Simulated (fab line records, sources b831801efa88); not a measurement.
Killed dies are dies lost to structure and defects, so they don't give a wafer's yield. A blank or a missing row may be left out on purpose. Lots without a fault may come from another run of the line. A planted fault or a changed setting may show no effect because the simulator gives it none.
Chamber matching | flow sky130 | SKY_SONOS_ONO_ETCH_15 on rie_diel-04: 4 sister chambers
The step etches the open film in CHF3/O2, target depth 19.52 nm, time 7.8 s. 22 wafers are shown with their chamber, then 11 later ones without.

WAFERS WITH THEIR CHAMBER
wafer  | chamber | drypump_motor_current_A (A) | oes_product_au (a.u.) | throttle_valve_pct (%)
L074.1 | 3       | 5.0                         | 1.015                 | 8.832
L074.3 | 1       | 5.6                         | 1.007                 | 8.834
L074.5 | 1       | 5.6                         | 1.000                 | 8.832
L076.1 | 0       | 5.3                         | 0.994                 | 8.820
L076.2 | 1       | 5.6                         | 0.991                 | 8.824
L076.3 | 3       | 5.0                         | 1.016                 | 8.821
L076.4 | 2       | 6.0                         | 1.023                 | 8.832
L076.5 | 1       | 5.6                         | 0.995                 | 8.838
L076.6 | 2       | 6.0                         | 1.015                 | 8.824
L079.1 | 3       | 5.0                         | 1.007                 | 8.836
L079.2 | 2       | 5.9                         | 1.019                 | 8.828
L079.3 | 0       | 5.3                         | 0.982                 | 8.805
L079.4 | 1       | 5.6                         | 0.991                 | 8.831
L079.5 | 0       | 5.3                         | 0.991                 | 8.813
L079.6 | 3       | 5.0                         | 1.008                 | 8.818
L081.1 | 1       | 5.6                         | 1.000                 | 8.817
L081.3 | 2       | 6.0                         | 1.036                 | 8.852
L081.6 | 1       | 5.6                         | 0.996                 | 8.817
L085.2 | 0       | 5.3                         | 1.001                 | 8.830
L085.3 | 2       | 6.0                         | 1.028                 | 8.831
L085.6 | 1       | 5.6                         | 1.000                 | 8.829
L090.3 | 0       | 5.3                         | 1.009                 | 8.821

SIGNATURES (means of the wafers above)
reading                 | chamber 0 | chamber 1 | chamber 2 | chamber 3 | scatter within a chamber
drypump_motor_current_A | 5.300     | 5.600     | 5.980     | 5.000     | 0.0211
oes_product_au          | 0.99540   | 0.99750   | 1.02420   | 1.01150   | 0.00727
throttle_valve_pct      | 8.81780   | 8.82775   | 8.83340   | 8.82675   | 0.00902
Rule: a wafer's distance from a chamber is the root of the sum, over the readings, of the square of ((its reading less the chamber's mean) divided by the reading's scatter). The wafer belongs to the nearest chamber; if the next one is less than 2 further off, it can't be placed. The scatter: the root of (the sum of the squares of (reading less its chamber's mean) over the shown wafers, divided by (wafers less chambers)).

WAFERS WITHOUT THEIR CHAMBER
wafer  | drypump_motor_current_A (A) | oes_product_au (a.u.) | throttle_valve_pct (%)
L090.5 | 6.0                         | 1.026                 | 8.836
L090.6 | 5.0                         | 1.024                 | 8.838
L093.1 | 5.6                         | 0.997                 | 8.816
L093.2 | 5.0                         | 1.017                 | 8.832
L093.5 | 5.6                         | 0.985                 | 8.809
L095.1 | 5.0                         | 1.026                 | 8.840
L095.3 | 6.0                         | 1.031                 | 8.845
L095.5 | 5.0                         | 1.015                 | 8.827
L097.2 | 5.6                         | 1.004                 | 8.813
L097.4 | 5.3                         | 1.002                 | 8.835
L097.5 | 5.9                         | 1.038                 | 8.836

WHICH CHAMBER EACH WENT THROUGH
wafer  | from the rows above | in truth
L090.5 | 2                   | 2
L090.6 | 3                   | 3
L093.1 | 1                   | 1
L093.2 | 3                   | 3
L093.5 | 1                   | 1
L095.1 | 3                   | 3
L095.3 | 2                   | 2
L095.5 | 3                   | 3
L097.2 | 1                   | 1
L097.4 | 0                   | 0
L097.5 | 2                   | 2
Placed correctly: 11 of 11. Can't be placed from these rows: 0. Placed wrongly: 0.
